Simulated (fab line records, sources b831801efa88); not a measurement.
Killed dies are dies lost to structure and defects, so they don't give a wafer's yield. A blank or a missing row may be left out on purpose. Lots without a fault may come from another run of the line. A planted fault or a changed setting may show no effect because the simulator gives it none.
A struck lot beside a sound one | flow sfq_line | 14 steps out of a route of 325
Sound: wafers L725.1, L725.2, L725.3. Struck: wafer L733.2. (L733.1, L733.4 of the same lot were not struck and are left out.) The cause comes at the end.
At each step with rows: each side's tool, then ch and its chambers, then its first start. Under that, the readings that differ: sound wafers | struck wafers | difference of the means | sigmas: that difference in standard deviations of wafers without a fault.
alike: readings whose means differ by less than 2 such deviations, and words and numbers that are the same on both sides. not compared: withheld readings, readings that some wafer has no value for, bounds like >300 that may hide the same value, and numbers for which the record gives no deviation and whose values overlap.
The two part at a step that has a row with sigmas, a row that says differs or no value, or rows on one side only. Numbers that don't overlap but have no deviation are shown without sigmas and don't part them. A reading that every wafer of one side lacks parts them only if that side has two wafers or more.

SFQ_TRILAYER_R5_BARC_OPEN_METAL_ETCH_177: etches BARC in O2, target depth 125 nm, time 41.7 s.
  sound on rie_metal-01 ch 0,1, day 58 19:26; struck on rie_metal-03 ch 0, day 62 15:31
  alike: bias_w, drypump_motor_current_A, oes_product_au
  not compared: rf_hours_counter_h
SFQ_TRILAYER_R5_ETCH_METAL_ETCH_139: etches the open film in Cl2, stops on SiO2, target depth 60 nm, time 40 s.
  sound on rie_metal-01 ch 0,1, day 58 19:30; struck on rie_metal-03 ch 0, day 62 15:35
  reading               | sound             | struck | difference | sigmas
  oes_product_au (a.u.) | 0.987 0.985 0.989 | 1.000  | +0.013     | +3
  alike: bias_w, drypump_motor_current_A
  not compared: rf_hours_counter_h
SFQ_TRILAYER_R5_STRIP_STRIP_140: strips in O2.
  sound on rie_metal-01 ch 0,1, day 58 19:34; struck on rie_metal-03 ch 0, day 62 15:38
  alike: drypump_motor_current_A, oes_product_au
  not compared: rf_hours_counter_h
then, 1 step without rows for these wafers: SFQ_TRILAYER_R5_STRIP_SOLV_CLEAN_141 (cleans in NMP, time 600 s).
SFQ_TRILAYER_A5C_DEP_PECVD_142: deposits SiO2 from SiH4/N2O, time 15.556 s, target thk 70 nm.
  sound on pecvd-03 ch 0,1,2, day 58 20:20; struck on pecvd-03 ch 1, day 62 16:26
  alike: heater_power_outer_w, heater_power_w, throttle_valve_pct
then, 6 steps without rows for these wafers: SFQ_TRILAYER_I5_LITHO_COAT_149 (resist thk 62 nm); SFQ_TRILAYER_I5_LITHO_COAT_144 (resist thk 650 nm); SFQ_TRILAYER_I5_LITHO_SOFTBAKE_148; SFQ_TRILAYER_I5_LITHO_EXPOSE_145 (exposes mask I5, target cd 700 nm); SFQ_TRILAYER_I5_LITHO_PEB_147 (peb time 60 s); SFQ_TRILAYER_I5_LITHO_DEVELOP_146 (time 60 s).
-- the record jumps here: 5 days lie between the struck wafers' starts before and after --
SFQ_I5_OVL_MEAS_936:
  sound on overlay-02, day 64 05:05; struck on overlay-02, day 67 08:37
  alike: I5_OVL
SFQ_TRILAYER_I5_BARC_OPEN_VIA_ETCH_200: etches BARC in O2, target depth 125 nm, time 41.7 s.
  sound on rie_diel-02 ch 0,1,2, day 64 05:07; struck on rie_diel-03 ch 3, day 67 08:38
  reading                | sound             | struck | difference | sigmas
  bias_w (W)             | 79.89 79.62 79.97 | 89.21  | +9.38      | +38
  rf_hours_counter_h (h) | 15 17 15          | 6      | -10        |
  alike: drypump_motor_current_A, oes_product_au
SFQ_TRILAYER_I5_ETCH_VIA_ETCH_147: etches the open film in CHF3, stops on Nb, target depth 360 nm.
  sound on rie_diel-02 ch 0,1,2, day 64 05:10; struck on rie_diel-03 ch 3, day 67 08:41
  alike: bias_w, drypump_motor_current_A, oes_product_au

WHERE THEY PART
First at SFQ_TRILAYER_R5_ETCH_METAL_ETCH_139; last, within this record, at SFQ_TRILAYER_I5_BARC_OPEN_VIA_ETCH_200. Later steps at which nothing parts them and some readings are alike: SFQ_TRILAYER_I5_ETCH_VIA_ETCH_147.

WHY: what the simulator had put in
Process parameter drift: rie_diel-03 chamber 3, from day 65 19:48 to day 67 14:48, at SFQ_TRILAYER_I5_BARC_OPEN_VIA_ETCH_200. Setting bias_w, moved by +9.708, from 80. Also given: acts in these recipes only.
